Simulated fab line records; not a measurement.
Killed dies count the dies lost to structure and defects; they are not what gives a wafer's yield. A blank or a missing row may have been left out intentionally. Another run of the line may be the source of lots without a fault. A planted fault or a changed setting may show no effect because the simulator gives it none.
What tool caused it? + flow gf180mcu + Sampling: 13 lots, 39 wafers, 4 of 602 route steps

WHAT EACH GAUGE READ, for each wafer
GF_M2_CD_MEAS_14: target cd 280 nm. Usual: cd_nm reads 279.9 nm (standard deviation 1.1).
| lot  | measured     | on        | cd_nm (nm)        | flag |
|------|--------------|-----------|-------------------|------|
| L510 | day 19 03:18 | cd_sem-02 | 278.9 281.6 279.3 |      |
| L511 | day 19 15:10 | cd_sem-02 | 279.7 280.1 280.0 |      |
| L512 | day 19 22:05 | cd_sem-01 | 278.8 280.2 279.6 |      |
| L513 | day 20 09:10 | cd_sem-02 | 281.5 281.5 281.3 |      |
| L514 | day 20 16:54 | cd_sem-02 | 280.2 280.3 279.8 |      |
| L515 | day 21 03:37 | cd_sem-02 | 279.2 279.7 278.3 |      |
| L516 | day 21 13:02 | cd_sem-01 | 280.2 279.6 279.8 |      |
| L520 | day 23 01:48 | cd_sem-01 | 284.8 283.9 284.2 | OFF  |
| L526 | day 24 20:28 | cd_sem-02 | 281.0 280.5 280.6 |      |
| L529 | day 25 18:25 | cd_sem-01 | 278.4 279.9 279.4 |      |
| L530 | day 26 00:26 | cd_sem-02 | 278.3 278.2 277.5 |      |
| L532 | day 26 18:39 | cd_sem-01 | 281.2 281.2 281.6 |      |
| L533 | day 27 04:11 | cd_sem-01 | 280.9 281.6 282.2 |      |

WHAT TOOL EACH LOT RAN ON (gives the tool, then ch and the chambers of the sampled wafers, and finally the start)
| lot  | GF_V1_ETCH_17                                 | GF_M2_SPUTTER_03             | GF_M2_EXPOSE_11                   |
|------|-----------------------------------------------|------------------------------|-----------------------------------|
| L510 | rie_diel-03 ch 0,2,3, day 18 02:43 or earlier | pvd_sputter-02, day 18 02:43 | krf_scanner-02 ch 0, day 18 15:14 |
| L511 | rie_diel-03 ch 1,3, day 18 14:44 or earlier   | pvd_sputter-03, day 18 14:44 | krf_scanner-02 ch 0, day 19 02:55 |
| L512 | rie_diel-01 ch 0,1, day 18 21:26 or earlier   | pvd_sputter-03, day 18 21:26 | krf_scanner-01 ch 0, day 19 10:10 |
| L513 | rie_diel-04 ch 1,2,3, day 19 08:36 or earlier | pvd_sputter-02, day 19 08:36 | krf_scanner-02 ch 0, day 19 21:11 |
| L514 | rie_diel-04 ch 1,2,3, day 19 16:22 or earlier | pvd_sputter-02, day 19 16:22 | krf_scanner-02 ch 0, day 20 05:06 |
| L515 | rie_diel-04 ch 1,2, day 20 03:14 or earlier   | pvd_sputter-04, day 20 03:14 | krf_scanner-02 ch 0, day 20 15:31 |
| L516 | rie_diel-04 ch 0,1, day 20 13:08 or earlier   | pvd_sputter-04, day 20 13:08 | krf_scanner-01 ch 0, day 21 01:37 |
| L520 | rie_diel-04 ch 0,1, day 22 02:43 or earlier   | pvd_sputter-02, day 22 02:43 | krf_scanner-01 ch 0, day 22 14:01 |
| L526 | rie_diel-03 ch 0,2,3, day 24 01:08 or earlier | pvd_sputter-02, day 24 01:08 | krf_scanner-02 ch 0, day 24 10:41 |
| L529 | rie_diel-01 ch 0,2, day 24 21:17 or earlier   | pvd_sputter-03, day 24 21:17 | krf_scanner-02 ch 0, day 25 08:47 |
| L530 | rie_diel-04 ch 0,2,3, day 25 03:05 or earlier | pvd_sputter-04, day 25 03:05 | krf_scanner-02 ch 0, day 25 14:29 |
| L532 | rie_diel-04 ch 0,2, day 25 21:53 or earlier   | pvd_sputter-04, day 25 21:53 | krf_scanner-02 ch 0, day 26 09:08 |
| L533 | rie_diel-03 ch 0,2, day 26 08:16 or earlier   | pvd_sputter-03, day 26 08:16 | krf_scanner-02 ch 0, day 26 17:56 |
- GF_V1_ETCH_17: etches SiO2 in C4F8/O2/Ar, stops on TiN, target depth 630 nm.
- GF_M2_SPUTTER_03: material Ti, target thk 10 nm, time 6.7 s.
- GF_M2_EXPOSE_11: exposes mask Metal2, target cd 280 nm.

AS READ BY THE TOOLS THEMSELVES (means over the sampled wafers that have a number; for cases with no such wafer, the mark the record gives instead)
GF_V1_ETCH_17. Usual: oes_product_au reads 0.856 a.u. (standard deviation 0.005).
| lot  | tool        | oes_product_au (a.u.) | flag |
|------|-------------|-----------------------|------|
| L510 | rie_diel-03 | 0.859                 |      |
| L511 | rie_diel-03 | 0.853                 |      |
| L512 | rie_diel-01 | 0.855                 |      |
| L513 | rie_diel-04 | 0.859                 |      |
| L514 | rie_diel-04 | 0.854                 |      |
| L515 | rie_diel-04 | 0.856                 |      |
| L516 | rie_diel-04 | 0.856                 |      |
| L520 | rie_diel-04 | 0.856                 |      |
| L526 | rie_diel-03 | 0.855                 |      |
| L529 | rie_diel-01 | 0.853                 |      |
| L530 | rie_diel-04 | 0.851                 |      |
| L532 | rie_diel-04 | 0.856                 |      |
| L533 | rie_diel-03 | 0.857                 |      |

GF_M2_SPUTTER_03. Usual: substrate_temp_c 299.98 C, standard deviation 0.18; throttle_valve_pct 30.3 %, standard deviation 1.5.
| lot  | tool           | substrate_temp_c (C) | throttle_valve_pct (%) | flag |
|------|----------------|----------------------|------------------------|------|
| L510 | pvd_sputter-02 | 299.90               | 30.6                   |      |
| L511 | pvd_sputter-03 | 300.04               | 30.2                   |      |
| L512 | pvd_sputter-03 | 299.89               | 30.2                   |      |
| L513 | pvd_sputter-02 | 299.95               | 29.8                   |      |
| L514 | pvd_sputter-02 | 299.80               | 31.0                   |      |
| L515 | pvd_sputter-04 | 299.72               | 31.4                   |      |
| L516 | pvd_sputter-04 | 299.97               | 31.2                   |      |
| L520 | pvd_sputter-02 | 300.00               | 29.8                   |      |
| L526 | pvd_sputter-02 | 299.93               | 29.3                   |      |
| L529 | pvd_sputter-03 | 299.85               | 30.1                   |      |
| L530 | pvd_sputter-04 | 300.02               | 30.5                   |      |
| L532 | pvd_sputter-04 | 299.99               | 30.9                   |      |
| L533 | pvd_sputter-03 | 299.85               | 30.1                   |      |

GF_M2_EXPOSE_11. Usual: exposure_dose_mJ_cm2 28.11, standard deviation 0.16; reticle_temp_C 22.99 C, standard deviation 0.11.
| lot  | tool           | exposure_dose_mJ_cm2 | reticle_temp_C (C) | flag |
|------|----------------|----------------------|--------------------|------|
| L510 | krf_scanner-02 | 27.95                | 22.88              |      |
| L511 | krf_scanner-02 | 27.95                | 22.90              |      |
| L512 | krf_scanner-01 | 28.25                | 22.99              |      |
| L513 | krf_scanner-02 | 27.95                | 22.97              |      |
| L514 | krf_scanner-02 | 27.95                | 22.92              |      |
| L515 | krf_scanner-02 | 27.95                | 22.95              |      |
| L516 | krf_scanner-01 | 28.24                | 22.99              |      |
| L520 | krf_scanner-01 | 27.36                | 23.07              | OFF  |
| L526 | krf_scanner-02 | 27.95                | 22.85              |      |
| L529 | krf_scanner-02 | 27.97                | 22.83              |      |
| L530 | krf_scanner-02 | 27.93                | 22.94              |      |
| L532 | krf_scanner-02 | 27.97                | 23.02              |      |
| L533 | krf_scanner-02 | 27.91                | 23.08              |      |

THE ANSWER, worked out from the rows above alone
Rule: a lot is off if the mean of its wafers that have a number lies more than 3 standard deviations from the usual mean. A lot without any number at a reading at which 4 lots or more have one is off too. The other lots that the step has rows for count as sound. Order of review: gauges by route order, followed by the tools' own readings, for which a lot's mean as printed above is used. The first step at which some lot is off is used, and at that step the reading that is off furthest; a lot without a number counts as furthest.
Off at GF_M2_CD_MEAS_14 (cd_nm): L520.
If a tool, at a process step before that reading, ran all the lots that are off and no sound lot after the first of them, it fits. Not tried: the gauges at GF_M2_CD_MEAS_14; whatever is off there is also off at GF_M2_EXPOSE_11, on other tools, and gauge error can't account for it. With no start given for some of its lots, GF_V1_ETCH_17 uses the hours and lot order of GF_M2_SPUTTER_03. One fits: GF_M2_EXPOSE_11 on krf_scanner-01. A fault onset in the window from L516 (day 21 01:37, its last sound lot) to L520 (day 22 14:01, its first lot off) fits.
The tool's own readings at GF_M2_EXPOSE_11 bear it out: on the lots that are off they differ by more than 5 times the standard deviation of the sound lots' means. exposure_dose_mJ_cm2 reads 27.36 there against 28.00 on the sound lots.

WHAT HAD BEEN PUT IN BY THE SIMULATOR
Drift in process parameters on krf_scanner-01 at GF_M2_EXPOSE_11, starting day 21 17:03. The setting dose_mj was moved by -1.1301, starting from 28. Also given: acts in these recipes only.
Shown lots that were struck: L520. The rule above found the same.
